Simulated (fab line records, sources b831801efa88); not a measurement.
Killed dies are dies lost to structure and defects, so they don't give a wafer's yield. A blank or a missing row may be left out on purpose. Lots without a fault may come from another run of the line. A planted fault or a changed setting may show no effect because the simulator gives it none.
Problem report in the 8D (eight disciplines) form, filled by code | flow sfq_line | the parts of the form that need people (team, actions taken, sign-off) are left out

1. THE PROBLEM
rf_fwd_power_W at SFQ_TRILAYER_I6_DEP_PECVD_165 reads a mean of 109.1 W on 6 wafers of 2 lots; wafers without a fault read 182.2 W with a standard deviation of 0.66. That is -99 or more standard deviations from the usual mean.
The step: deposits SiO2 from SiH4/N2O, time 111.11 s, target thk 500 nm.
First seen on wafer L600.2, day 76 06:32, on pecvd-03. The record holds 39 wafers of 13 lots with a number at this step. Rule for "out", or "out of limits": more than 4 standard deviations from the usual mean. The other wafers with a number count as sound.

2. WHAT IT IS AND WHAT IT IS NOT
question                    | is                     | is not
which readings at this step | rf_fwd_power_W         | susceptor_temp_C, throttle_valve_pct
which lots                  | L600, L603             | L592, L593, L594, L595, L596, L607, L608, L610, L612, L613, L615
which wafers of those lots  | all that have a number | -
read on which tools         | pecvd-03               | pecvd-02, pecvd-04
when                        | from day 76 06:32      | up to then (15 sound wafers); but 18 sound wafers of L607, L608, L610, L612, L613, L615 came after

3. SUSPECTS, AND WHAT RULES EACH OUT
Counting: a tool at a process step up to the reading stays a suspect if it ran every lot that is out and no sound lot after the first of them.
- pecvd-03 at SFQ_TRILAYER_I6_DEP_PECVD_165 (deposits SiO2 from SiH4/N2O, time 111.11 s, target thk 500 nm): kept. It ran every lot that is out, first L600 (day 76 06:32), and no sound lot after that; its last sound lot up to then is L596 (day 69 05:16). Its own readings are out on those wafers: rf_fwd_power_W.
Left after counting: pecvd-03 at SFQ_TRILAYER_I6_DEP_PECVD_165.

4. THE CAUSE (what the simulator had put in)
Process parameter drift: pecvd-03, from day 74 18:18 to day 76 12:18, at SFQ_TRILAYER_I6_DEP_PECVD_165. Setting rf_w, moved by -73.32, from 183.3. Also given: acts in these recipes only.
Counting left only this tool.

5. THE CHAIN OF EFFECTS, in route order
Each row: a reading whose mean over the struck wafers that have a number lies more than 3 standard deviations from the usual. Only readings for which the record gives a usual standard deviation are gone through. hours: the time from each lot's start at the first step in this table that gives one to its start at this step, as a median over the lots. sigmas: the change in usual standard deviations.
hours | step                          | reading            | usual   | on struck wafers | change | sigmas
0     | SFQ_TRILAYER_I6_DEP_PECVD_165 | rf_fwd_power_W     | 182.2 W | 109.1            | -73.1  | -99 or more
0     | SFQ_TRILAYER_I6_DEP_PECVD_165 | showerhead_vpp_V   | 816 V   | 621              | -195   | -4.5
1     | SFQ_TRILAYER_I6_CMP_CMP_166   | time_to_endpoint_s | 218 s   | 164              | -54    | -6.8
The process steps in it:
- SFQ_TRILAYER_I6_DEP_PECVD_165: deposits SiO2 from SiH4/N2O, time 111.11 s, target thk 500 nm.
- SFQ_TRILAYER_I6_CMP_CMP_166: polishes SiO2.

6. WHAT WOULD HAVE CAUGHT IT SOONER
In this record the first reading out of limits was taken at day 76 06:32, 36 hours after the fault began at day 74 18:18.
